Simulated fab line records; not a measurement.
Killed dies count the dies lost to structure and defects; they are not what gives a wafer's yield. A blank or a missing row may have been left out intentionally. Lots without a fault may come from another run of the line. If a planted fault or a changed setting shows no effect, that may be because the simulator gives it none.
Tool commonality check    flow sky130    Sampled: 13 lots, 39 wafers

## WHY IT WAS OPENED
At SKY_NWELL_TW_MEAS_26 the reading NWELL_2_TW is flagged on 2 of 13 lots. No-fault wafers: 495, standard deviation 3.5.
Rule: a lot is flagged when every wafer of it that has a number lies more than 4 standard deviations from that mean, or none has a number. As for the other lots, they are considered sound.

lot   measured      on             NWELL_2_TW, wafer by wafer  flag
L100  day 6 01:41   film metro-03  494 498 496                 
L101  day 6 04:40   film metro-01  495 489 497                 
L102  day 6 07:01   film metro-03  498 495 496                 
L105  day 7 05:57   film metro-01  492 492 492                 
L107  day 7 08:05   film metro-02  501 498 501                 
L109  day 7 22:43   film metro-01  495 492 493                 
L110  day 8 05:40   film metro-02  496 496 498                 
L111  day 8 09:04   film metro-03  502 498 499                 
L112  day 8 12:14   film metro-03  499 501 496                 
L113  day 8 19:11   film metro-02  501 500 498                 
L119  day 10 10:47  film metro-01  520 518 521                 FLAGGED
L120  day 10 17:07  film metro-01  518 519 518                 FLAGGED
L121  day 10 21:43  film metro-03  494 497 494                 
Average over the flagged lots: 519; offset from the usual +24, equal to +7 standard deviations.

## WHICH TOOL EACH LOT WENT THROUGH
The record holds 2 process steps before the reading, out of a route of 708 steps. Every cell lists first the tool, next ch and the chambers used by the sampled wafers, and last the start.
lot   flag     SKY_FIELD_ISO_STRIP_16               SKY_NWELL_IMPLANT_24
L100           plasma asher-04 ch 0,1, day 2 11:43  implanter-03 ch 0, day 6 01:26
L101           plasma asher-02 ch 0,1, day 2 20:25  implanter-03 ch 0, day 6 04:25
L102           plasma asher-02 ch 0,1, day 2 21:27  implanter-02 ch 0, day 6 06:48
L105           plasma asher-02 ch 0,1, day 3 15:44  implanter-03 ch 0, day 7 05:44
L107           plasma asher-04 ch 0,1, day 3 23:49  implanter-03 ch 0, day 7 07:52
L109           plasma asher-03 ch 0,1, day 4 10:25  implanter-02 ch 0, day 7 22:31
L110           plasma asher-02 ch 0,1, day 4 18:02  implanter-02 ch 0, day 8 05:25
L111           plasma asher-03 ch 1, day 4 20:43    implanter-03 ch 0, day 8 08:49
L112           plasma asher-03 ch 0,1, day 5 00:26  implanter-02 ch 0, day 8 12:01
L113           plasma asher-02 ch 1, day 5 05:16    implanter-03 ch 0, day 8 18:58
L119  FLAGGED  plasma asher-02 ch 0,1, day 6 12:26  implanter-03 ch 0, day 10 10:32
L120  FLAGGED  plasma asher-03 ch 0,1, day 6 18:57  implanter-03 ch 0, day 10 16:52
L121           plasma asher-04 ch 0,1, day 7 00:52  implanter-01 ch 0, day 10 21:31
These steps, and what they do:
- SKY_FIELD_ISO_STRIP_16: strips in O2/N2.
- SKY_NWELL_IMPLANT_24
- SKY_NWELL_TW_MEAS_26

## FLAGGED OVER TOTAL, TOOL BY TOOL (the gauges that took the reading come last)
step                    tool             lots run  flagged  share of the flagged lots  sound lots run after its first flagged lot
SKY_FIELD_ISO_STRIP_16  plasma asher-02  6         1        some                       0
SKY_FIELD_ISO_STRIP_16  plasma asher-03  4         1        some                       0
SKY_FIELD_ISO_STRIP_16  plasma asher-04  3         0        none                       -
SKY_NWELL_IMPLANT_24    implanter-01     1         0        none                       -
SKY_NWELL_IMPLANT_24    implanter-02     4         0        none                       -
SKY_NWELL_IMPLANT_24    implanter-03     8         2        all                        0
SKY_NWELL_TW_MEAS_26    film metro-01    5         2        all                        0
SKY_NWELL_TW_MEAS_26    film metro-02    3         0        none                       -
SKY_NWELL_TW_MEAS_26    film metro-03    5         0        none                       -

## WHAT THE TABLE PERMITS
Table rows that saw every flagged lot: 2, namely implanter-03 at SKY_NWELL_IMPLANT_24 and film metro-01 at SKY_NWELL_TW_MEAS_26.
- implanter-03 at SKY_NWELL_IMPLANT_24: 2 of its 8 lots flagged. Its last sound lot is L113 (day 8 18:58), its first flagged lot L119 (day 10 10:32): a fault that began between those two fits. Its own readings lie more than 4 standard deviations out on every wafer of the flagged lots: dose ions cm2, faraday current uA.
- film metro-01 at SKY_NWELL_TW_MEAS_26: 2 of its 5 lots flagged. Its last sound lot is L109 (day 7 22:43), its first flagged lot L119 (day 10 10:47): a fault that began between those two fits.
A lot count leaves these 2 tools indistinguishable: every one of them fits a fault beginning at some hour. More lots, or a look at what each step does to the wafer, might.

## WHAT THE SIMULATOR HAD INSERTED
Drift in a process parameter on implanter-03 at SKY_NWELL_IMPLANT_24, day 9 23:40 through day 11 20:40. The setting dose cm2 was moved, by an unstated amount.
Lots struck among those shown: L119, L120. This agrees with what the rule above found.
